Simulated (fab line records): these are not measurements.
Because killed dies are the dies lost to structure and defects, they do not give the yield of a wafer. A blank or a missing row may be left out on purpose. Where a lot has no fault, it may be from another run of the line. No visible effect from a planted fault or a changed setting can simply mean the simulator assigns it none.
What tool caused it? || flow gf180mcu || 14 lots, 42 wafers sampled, at 5 steps of a route of 602

## WHAT THE GAUGES READ, wafer by wafer
GF_HV_LDD_OVL_MEAS_47. Usual: for HV_LDD_03_OVL the level is -0.4 nm and the standard deviation is 1.4.
{"lot": "L833", "measured": "day 12 12:22", "on": "overlay-01", "HV_LDD_03_OVL (nm)": "-0.9 -1.5 -1.5", "flag": ""}
{"lot": "L834", "measured": "day 12 18:37", "on": "overlay-02", "HV_LDD_03_OVL (nm)": "-2.2 -2.6 -0.5", "flag": ""}
{"lot": "L835", "measured": "day 13 04:48", "on": "overlay-01", "HV_LDD_03_OVL (nm)": "-1.7 -0.9 0.0", "flag": ""}
{"lot": "L837", "measured": "day 13 21:13", "on": "overlay-02", "HV_LDD_03_OVL (nm)": "-2.0 -1.9 -0.7", "flag": ""}
{"lot": "L838", "measured": "day 14 03:07", "on": "overlay-01", "HV_LDD_03_OVL (nm)": "2.0 0.6 0.9", "flag": ""}
{"lot": "L841", "measured": "day 15 00:01", "on": "overlay-02", "HV_LDD_03_OVL (nm)": "-1.1 0.8 0.6", "flag": ""}
{"lot": "L844", "measured": "day 16 02:29", "on": "overlay-01", "HV_LDD_03_OVL (nm)": "-1.3 -0.5 -1.1", "flag": ""}
{"lot": "L848", "measured": "day 17 10:37", "on": "overlay-01", "HV_LDD_03_OVL (nm)": "-2.7 -0.6 -2.0", "flag": ""}
{"lot": "L849", "measured": "day 18 00:08", "on": "overlay-01", "HV_LDD_03_OVL (nm)": "-1.1 -1.6 0.0", "flag": ""}
{"lot": "L850", "measured": "day 18 02:13", "on": "overlay-01", "HV_LDD_03_OVL (nm)": "-0.6 -2.6 -0.8", "flag": ""}
{"lot": "L851", "measured": "day 18 13:04", "on": "overlay-01", "HV_LDD_03_OVL (nm)": "-0.3 0.7 0.1", "flag": ""}
{"lot": "L852", "measured": "day 18 17:59", "on": "overlay-01", "HV_LDD_03_OVL (nm)": "-2.8 -1.4 -0.7", "flag": ""}
{"lot": "L853", "measured": "day 19 03:35", "on": "overlay-01", "HV_LDD_03_OVL (nm)": "-3.3 -0.7 -2.7", "flag": ""}
{"lot": "L855", "measured": "day 19 15:07", "on": "overlay-02", "HV_LDD_03_OVL (nm)": "1.2 2.3 -0.4", "flag": ""}

GF_NSD_OVL_MEAS_08. Usual: for NSD_OVL the level is -0.6 nm and the standard deviation is 1.3.
{"lot": "L833", "measured": "day 13 11:24", "on": "overlay-01", "NSD_OVL (nm)": "-0.1 -0.3 -1.5", "flag": ""}
{"lot": "L834", "measured": "day 13 18:08", "on": "overlay-02", "NSD_OVL (nm)": "2.6 1.8 1.5", "flag": ""}
{"lot": "L835", "measured": "day 14 04:12", "on": "overlay-01", "NSD_OVL (nm)": "-1.7 0.1 1.6", "flag": ""}
{"lot": "L837", "measured": "day 14 21:16", "on": "overlay-02", "NSD_OVL (nm)": "-0.4 0.2 -1.0", "flag": ""}
{"lot": "L838", "measured": "day 15 02:46", "on": "overlay-01", "NSD_OVL (nm)": "-1.6 -1.0 -0.8", "flag": ""}
{"lot": "L841", "measured": "day 16 02:06", "on": "overlay-01", "NSD_OVL (nm)": "-2.0 -0.1 -0.4", "flag": ""}
{"lot": "L844", "measured": "day 17 09:53", "on": "overlay-02", "NSD_OVL (nm)": "0.3 1.8 0.4", "flag": ""}
{"lot": "L848", "measured": "day 18 13:51", "on": "overlay-01", "NSD_OVL (nm)": "-1.2 -0.8 -1.4", "flag": ""}
{"lot": "L849", "measured": "day 19 02:58", "on": "overlay-01", "NSD_OVL (nm)": "-0.5 -0.1 -1.3", "flag": ""}
{"lot": "L850", "measured": "day 19 06:19", "on": "overlay-02", "NSD_OVL (nm)": "-1.6 -2.0 -1.5", "flag": ""}
{"lot": "L851", "measured": "day 19 17:45", "on": "overlay-02", "NSD_OVL (nm)": "-4.3 -1.9 -2.0", "flag": ""}
{"lot": "L852", "measured": "day 19 21:09", "on": "overlay-02", "NSD_OVL (nm)": "0.7 0.3 1.8", "flag": ""}
{"lot": "L853", "measured": "day 20 07:33", "on": "overlay-02", "NSD_OVL (nm)": "0.6 -0.8 -1.3", "flag": ""}
{"lot": "L855", "measured": "day 20 18:44", "on": "overlay-02", "NSD_OVL (nm)": "-0.1 -0.2 -1.8", "flag": ""}

GF_PSD_CD_MEAS_07: the cd target is 400 nm. Usual: cd nm 400.3 nm, standard deviation 2.7.
{"lot": "L833", "measured": "day 14 07:58", "on": "cd sem-01", "cd nm (nm)": "398.9 400.9 396.6", "flag": ""}
{"lot": "L834", "measured": "day 14 14:58", "on": "cd sem-01", "cd nm (nm)": "399.3 401.3 398.2", "flag": ""}
{"lot": "L835", "measured": "day 15 01:09", "on": "cd sem-01", "cd nm (nm)": "397.4 396.6 396.6", "flag": ""}
{"lot": "L837", "measured": "day 15 18:49", "on": "cd sem-02", "cd nm (nm)": "398.4 398.3 398.0", "flag": ""}
{"lot": "L838", "measured": "day 16 01:48", "on": "cd sem-02", "cd nm (nm)": "400.2 402.8 401.1", "flag": ""}
{"lot": "L841", "measured": "day 17 00:47", "on": "cd sem-02", "cd nm (nm)": "408.9 409.4 411.0", "flag": "OFF"}
{"lot": "L844", "measured": "day 18 09:47", "on": "cd sem-02", "cd nm (nm)": "409.1 409.2 408.6", "flag": "OFF"}
{"lot": "L848", "measured": "day 19 13:59", "on": "cd sem-01", "cd nm (nm)": "404.1 405.0 401.7", "flag": ""}
{"lot": "L849", "measured": "day 20 03:14", "on": "cd sem-02", "cd nm (nm)": "395.5 395.5 399.5", "flag": ""}
{"lot": "L850", "measured": "day 20 07:09", "on": "cd sem-01", "cd nm (nm)": "401.3 397.7 400.7", "flag": ""}
{"lot": "L851", "measured": "day 20 18:17", "on": "cd sem-01", "cd nm (nm)": "399.7 399.4 400.8", "flag": ""}
{"lot": "L852", "measured": "day 20 21:23", "on": "cd sem-01", "cd nm (nm)": "402.3 402.8 403.8", "flag": ""}
{"lot": "L853", "measured": "day 21 08:17", "on": "cd sem-01", "cd nm (nm)": "402.8 400.3 402.1", "flag": ""}
{"lot": "L855", "measured": "day 21 18:56", "on": "cd sem-01", "cd nm (nm)": "395.7 399.5 398.9", "flag": ""}

GF_PSD_OVL_MEAS_08. Usual: for PSD_OVL the level is 0.7 nm and the standard deviation is 1.4.
{"lot": "L833", "measured": "day 14 08:04", "on": "overlay-01", "PSD_OVL (nm)": "-1.3 -1.0 -2.2", "flag": ""}
{"lot": "L834", "measured": "day 14 15:04", "on": "overlay-01", "PSD_OVL (nm)": "2.1 0.0 2.6", "flag": ""}
{"lot": "L835", "measured": "day 15 01:15", "on": "overlay-01", "PSD_OVL (nm)": "2.8 3.2 1.6", "flag": ""}
{"lot": "L837", "measured": "day 15 18:55", "on": "overlay-02", "PSD_OVL (nm)": "3.2 0.7 -0.4", "flag": ""}
{"lot": "L838", "measured": "day 16 01:54", "on": "overlay-02", "PSD_OVL (nm)": "0.6 -2.2 0.4", "flag": ""}
{"lot": "L841", "measured": "day 17 00:54", "on": "overlay-02", "PSD_OVL (nm)": "-1.1 -0.5 -2.1", "flag": ""}
{"lot": "L844", "measured": "day 18 09:54", "on": "overlay-02", "PSD_OVL (nm)": "3.3 3.0 1.3", "flag": ""}
{"lot": "L848", "measured": "day 19 14:06", "on": "overlay-02", "PSD_OVL (nm)": "-0.9 1.4 -0.3", "flag": ""}
{"lot": "L849", "measured": "day 20 03:22", "on": "overlay-01", "PSD_OVL (nm)": "1.4 0.9 -0.4", "flag": ""}
{"lot": "L850", "measured": "day 20 07:16", "on": "overlay-02", "PSD_OVL (nm)": "1.4 -0.2 1.4", "flag": ""}
{"lot": "L851", "measured": "day 20 18:24", "on": "overlay-02", "PSD_OVL (nm)": "0.9 0.4 2.9", "flag": ""}
{"lot": "L852", "measured": "day 20 21:30", "on": "overlay-02", "PSD_OVL (nm)": "0.0 -2.7 -1.2", "flag": ""}
{"lot": "L853", "measured": "day 21 08:25", "on": "overlay-02", "PSD_OVL (nm)": "2.8 2.2 1.5", "flag": ""}
{"lot": "L855", "measured": "day 21 19:03", "on": "overlay-02", "PSD_OVL (nm)": "-0.5 -1.2 1.0", "flag": ""}

## WHAT TOOL EACH LOT RAN ON (gives the tool, then ch and the chambers of the sampled wafers, and finally the start)
{"lot": "L833", "GF_PSD_DEVELOP_06": "litho track-04 ch 0, day 14 07:49"}
{"lot": "L834", "GF_PSD_DEVELOP_06": "litho track-03 ch 0, day 14 14:50"}
{"lot": "L835", "GF_PSD_DEVELOP_06": "litho track-03 ch 0, day 15 01:00"}
{"lot": "L837", "GF_PSD_DEVELOP_06": "litho track-03 ch 0, day 15 18:41"}
{"lot": "L838", "GF_PSD_DEVELOP_06": "litho track-03 ch 0, day 16 01:39"}
{"lot": "L841", "GF_PSD_DEVELOP_06": "litho track-03 ch 0, day 17 00:38"}
{"lot": "L844", "GF_PSD_DEVELOP_06": "litho track-03 ch 0, day 18 09:38"}
{"lot": "L848", "GF_PSD_DEVELOP_06": "litho track-02 ch 0, day 19 13:50"}
{"lot": "L849", "GF_PSD_DEVELOP_06": "litho track-04 ch 0, day 20 03:05"}
{"lot": "L850", "GF_PSD_DEVELOP_06": "litho track-02 ch 0, day 20 07:01"}
{"lot": "L851", "GF_PSD_DEVELOP_06": "litho track-03 ch 0, day 20 18:08"}
{"lot": "L852", "GF_PSD_DEVELOP_06": "litho track-03 ch 0, day 20 21:14"}
{"lot": "L853", "GF_PSD_DEVELOP_06": "litho track-04 ch 0, day 21 08:08"}
{"lot": "L855", "GF_PSD_DEVELOP_06": "litho track-02 ch 0, day 21 18:47"}
- GF_PSD_DEVELOP_06: develop time 60 s.

## AS READ BY THE TOOLS THEMSELVES (means over the sampled wafers that have a number; for cases with no such wafer, the mark the record gives instead)
The record holds no such reading with a usual standard deviation.

## THE ANSWER, worked out from the rows above alone
Rule: a lot counts as off when the mean over its wafers that have a number is more than 3 standard deviations away from the usual mean. A lot without any number at a reading at which 4 lots or more have one is off too. All remaining lots with rows at the step are treated as sound. After the gauges, taken in route order, come the tools' own readings; for these a lot's mean is taken, as printed above. The first step at which some lot is off is used, and at that step the reading that is off furthest; a lot without a number counts as furthest.
Off: L841, L844, at GF_PSD_CD_MEAS_07 (cd nm).
A tool fits if, at a process step before that reading, it ran every lot that is off, and no sound lot after the first of them. Gauges at GF_PSD_CD_MEAS_07: tried the same way as those tools. Not one of the candidates tried fits.

## WHAT THE SIMULATOR HAD INSERTED
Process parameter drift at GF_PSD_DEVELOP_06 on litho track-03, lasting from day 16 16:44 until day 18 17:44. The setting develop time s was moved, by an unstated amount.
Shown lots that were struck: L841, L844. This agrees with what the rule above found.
